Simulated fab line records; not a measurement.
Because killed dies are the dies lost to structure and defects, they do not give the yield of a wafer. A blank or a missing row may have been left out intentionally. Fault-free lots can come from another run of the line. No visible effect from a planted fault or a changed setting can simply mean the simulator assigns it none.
Chamber matching + flow sky130 + pecvd-02 running SKY_PASSIVATION_CVD_00: 3 sister chambers
The step deposits SiO2, target thk 90 nm. 16 wafers are shown with their chamber, then 8 later ones without.

== WAFERS WITH THEIR CHAMBER ==
| wafer  | chamber | heaterPowerW (W) |
|--------|---------|------------------|
| L078.1 | 0       | 533              |
| L078.2 | 1       | 627              |
| L078.3 | 2       | 602              |
| L078.4 | 0       | 531              |
| L078.5 | 1       | 632              |
| L078.6 | 2       | 609              |
| L079.1 | 2       | 712              |
| L079.2 | 0       | 638              |
| L079.3 | 1       | 670              |
| L079.4 | 2       | 716              |
| L079.5 | 1       | 635              |
| L079.6 | 0       | 630              |
| L082.1 | 1       | 677              |
| L082.2 | 2       | 744              |
| L082.3 | 1       | 664              |
| L082.4 | 2       | 744              |

SIGNATURES (means of the wafers above)
| reading      | chamber 0 | chamber 1 | chamber 2 | scatter within a chamber |
|--------------|-----------|-----------|-----------|--------------------------|
| heaterPowerW | 583.00    | 650.83    | 687.83    | 51.2                     |
Rule: for a wafer and a chamber, the distance is found by dividing, reading by reading, the gap between the wafer's reading and the chamber's mean by the reading's scatter, squaring, summing and taking the root. If the next closest chamber is less than 2 further off than the closest, the wafer can't be placed; otherwise it belongs to the closest. How the scatter is found: for the shown wafers, subtract from each reading the mean of its chamber, square and add these, divide the total by (wafers less chambers), then take the root.

== WAFERS WITHOUT THEIR CHAMBER ==
| wafer  | heaterPowerW (W) |
|--------|------------------|
| L082.5 | 754              |
| L082.6 | 693              |
| L086.1 | 698              |
| L086.2 | 609              |
| L086.3 | 637              |
| L086.4 | 697              |
| L086.5 | 637              |
| L086.6 | 617              |

== CHAMBER TAKEN BY EACH ==
| wafer  | from the rows above          | in truth |
|--------|------------------------------|----------|
| L082.5 | can't be placed: 2 or 1      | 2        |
| L082.6 | can't be placed: 2 or 1      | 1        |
| L086.1 | can't be placed: 2 or 1      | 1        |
| L086.2 | can't be placed: 0 or 1 or 2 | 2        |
| L086.3 | can't be placed: 1 or 2 or 0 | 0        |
| L086.4 | can't be placed: 2 or 1      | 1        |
| L086.5 | can't be placed: 1 or 2 or 0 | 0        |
| L086.6 | can't be placed: 1 or 0 or 2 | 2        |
Correct placement for 0 of the 8. Cannot be placed on the basis of these rows: 8; the candidates contain the true chamber in 8. Number placed wrongly: 0.
